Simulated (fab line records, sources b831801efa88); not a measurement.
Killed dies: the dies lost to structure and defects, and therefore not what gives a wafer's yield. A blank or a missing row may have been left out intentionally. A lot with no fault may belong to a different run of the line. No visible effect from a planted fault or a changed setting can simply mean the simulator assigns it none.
Which tool was responsible?    flow sfq_line    14 lots with 41 wafers sampled at 3 steps, on a route of 325 steps

## WHAT EACH GAUGE READ, for each wafer
SFQ_I0_OVL_MEAS_908. Usual: for I0_OVL the level is -4 nm and the standard deviation is 5.4.
lot   measured      on          I0_OVL (nm)  flag
L839  day 12 21:53  overlay-01  -3 1 -6      
L840  day 13 00:17  overlay-02  -13 -16 -6   
L841  day 13 01:44  overlay-02  -6 -4 -10    
L842  day 13 06:32  overlay-01  -6 -12 -4    
L843  day 13 16:08  overlay-01  -4 -12 -4    
L844  day 13 17:20  overlay-01  -2 -8 -1     
L845  day 13 22:08  overlay-01  2 0 0        
L846  day 14 04:08  overlay-02  -2 -1 2      
L847  day 14 15:49  overlay-01  -6 -2 1      
L848  day 15 02:38  overlay-01  -10 -7 -8    
L855  day 16 11:46  overlay-01  4 2 3        
L860  day 17 17:58  overlay-02  -4 -2        
L861  day 17 20:37  overlay-01  -3 -1 -8     
L862  day 17 23:38  overlay-02  2 1 -4       

SFQ_M2_RS_MEAS_914: the measuring method here is four-point-probe. Usual: for M2_NB_RS the level is 0.895 ohm/sq and the standard deviation is 0.01.
lot   measured      on             M2_NB_RS (ohm/sq)  flag
L839  day 20 17:40  film_metro-01  0.897 0.901 0.899  
L840  day 21 01:59  film_metro-01  0.906 0.911 0.908  
L841  day 21 11:34  film_metro-01  0.899 0.898 0.896  
L842  day 21 16:22  film_metro-03  0.895 0.897 0.896  
L843  day 21 23:41  film_metro-02  0.908 0.913 0.903  
L844  day 24 00:17  film_metro-03  0.879 0.878 0.873  
L845  day 26 03:53  film_metro-03  0.889 0.893 0.894  
L846  day 26 10:01  film_metro-01  0.885 0.882 0.883  
L847  day 26 20:55  film_metro-02  0.892 0.898 0.888  
L848  day 27 07:46  film_metro-01  0.918 0.917 0.925  
L855  day 29 12:27  film_metro-03  0.898 0.897 0.907  
L860  day 30 18:19  film_metro-03  0.885 0.887        
L861  day 31 01:31  film_metro-03  0.888 0.892 0.904  
L862  day 31 03:58  film_metro-02  0.880 0.884 0.884  

## WHAT TOOL EACH LOT RAN ON (gives the tool, then ch and the chambers of the sampled wafers, and finally the start)
lot   SFQ_TRILAYER_L0_STRIP_STRIP_009
L839  rie_metal-02 ch 0,1, day 4 10:19
L840  rie_metal-01 ch 0,1, day 4 17:31
L841  rie_metal-02 ch 0,1, day 4 22:19
L842  rie_metal-03 ch 0,1, day 5 01:55
L843  rie_metal-03 ch 0,1, day 5 06:43
L844  rie_metal-03 ch 1, day 5 09:07
L845  rie_metal-02 ch 0,1, day 5 10:19
L846  rie_metal-03 ch 0,1, day 5 15:38
L847  rie_metal-01 ch 0, day 6 00:02
L848  rie_metal-03 ch 0,1, day 6 06:14
L855  rie_metal-01 ch 0,1, day 8 01:17
L860  rie_metal-03 ch 0,1, day 9 04:26
L861  rie_metal-03 ch 0,1, day 9 10:26
L862  rie_metal-01 ch 0,1, day 9 15:26
- SFQ_TRILAYER_L0_STRIP_STRIP_009: strips in O2.

## AS READ BY THE TOOLS THEMSELVES (means over the sampled wafers that have a number; for cases with no such wafer, the mark the record gives instead)
SFQ_TRILAYER_L0_STRIP_STRIP_009. Usual: drypump_motor_current_A 5.6 A, standard deviation 0.51; oes_product_au 1.001 a.u., standard deviation 0.0072.
lot   tool          drypump_motor_current_A (A)  oes_product_au (a.u.)  flag
L839  rie_metal-02  6.2                          0.989                  
L840  rie_metal-01  5.4                          1.002                  
L841  rie_metal-02  6.1                          0.988                  
L842  rie_metal-03  5.3                          1.000                  
L843  rie_metal-03  5.3                          1.000                  
L844  rie_metal-03  5.0                          1.010                  
L845  rie_metal-02  6.4                          0.997                  
L846  rie_metal-03  5.3                          0.995                  
L847  rie_metal-01  5.3                          1.000                  
L848  rie_metal-03  5.7                          1.004                  
L855  rie_metal-01  5.6                          1.003                  
L860  rie_metal-03  5.5                          1.004                  
L861  rie_metal-03  5.6                          1.001                  
L862  rie_metal-01  5.6                          1.003                  

## THE ANSWER, worked out from the rows above alone
Rule: a lot is off if the mean of its wafers that have a number lies more than 3 standard deviations from the usual mean. Also off: a lot with no number at a reading for which 4 or more lots have one. Where the step has rows for the other lots, those lots are counted as sound. Order of review: gauges by route order, followed by the tools' own readings, for which a lot's mean as printed above is used. At the first step where some lot is off, the reading lying furthest off is the one used; lots without a number count as furthest.
Across all readings shown, no lot is off: no conclusion can be drawn from this.

## WHAT HAD BEEN PUT IN BY THE SIMULATOR
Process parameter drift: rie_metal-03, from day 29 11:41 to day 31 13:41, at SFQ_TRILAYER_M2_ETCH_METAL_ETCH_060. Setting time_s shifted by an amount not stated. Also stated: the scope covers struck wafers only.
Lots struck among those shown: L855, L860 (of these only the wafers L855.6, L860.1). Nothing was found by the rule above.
